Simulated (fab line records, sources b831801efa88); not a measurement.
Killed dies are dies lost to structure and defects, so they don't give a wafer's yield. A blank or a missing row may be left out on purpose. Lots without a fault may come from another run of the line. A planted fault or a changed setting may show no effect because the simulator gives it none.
Chamber matching | flow gf180mcu | GF_V5_CMP_26 on cmp-01: 4 sister chambers
The step polishes, stops on SiO2, t overpolish 15 s, target thk 0 nm. 4 wafers are shown with their chamber, then 9 later ones without.

WAFERS WITH THEIR CHAMBER
wafer  | chamber | motor_current_A (A)
L183.5 | 3       | 10.0
L186.2 | 2       | 10.2
L187.5 | 0       | 13.0
L187.6 | 1       | 12.5

WAFERS WITHOUT THEIR CHAMBER
wafer  | motor_current_A (A)
L188.4 | 10.2
L188.5 | 12.4
L188.6 | 10.0
L197.3 | 9.8
L197.4 | 10.8
L197.6 | 11.2
L200.2 | 11.1
L200.3 | 11.8
L200.4 | 10.0

WHICH CHAMBER EACH WENT THROUGH
wafer  | from the rows above               | in truth
L188.4 | can't be placed: 2 or 3           | 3
L188.5 | can't be placed: 1 or 0           | 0
L188.6 | can't be placed: 3 or 2           | 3
L197.3 | can't be placed: 3 or 2           | 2
L197.4 | can't be placed: 2 or 3           | 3
L197.6 | can't be placed: 2 or 3 or 1 or 0 | 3
L200.2 | can't be placed: 2 or 3 or 1 or 0 | 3
L200.3 | can't be placed: 1 or 0 or 2      | 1
L200.4 | can't be placed: 3 or 2           | 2
Placed correctly: 0 of 9. Can't be placed from these rows: 9 (the true chamber is among the candidates in 9). Placed wrongly: 0.
How it was worked out, from the rows above alone: a wafer's distance from a chamber is the root of the sum, over the readings, of the square of ((its reading less the chamber's mean) divided by the reading's scatter). The wafer belongs to the nearest chamber; if the next one is less than 2 further off, it can't be placed. A chamber's mean is the mean of its shown wafers. The scatter: with one shown wafer a chamber, the root of the mean of the squares of how far each hidden wafer lies from its nearest shown one.
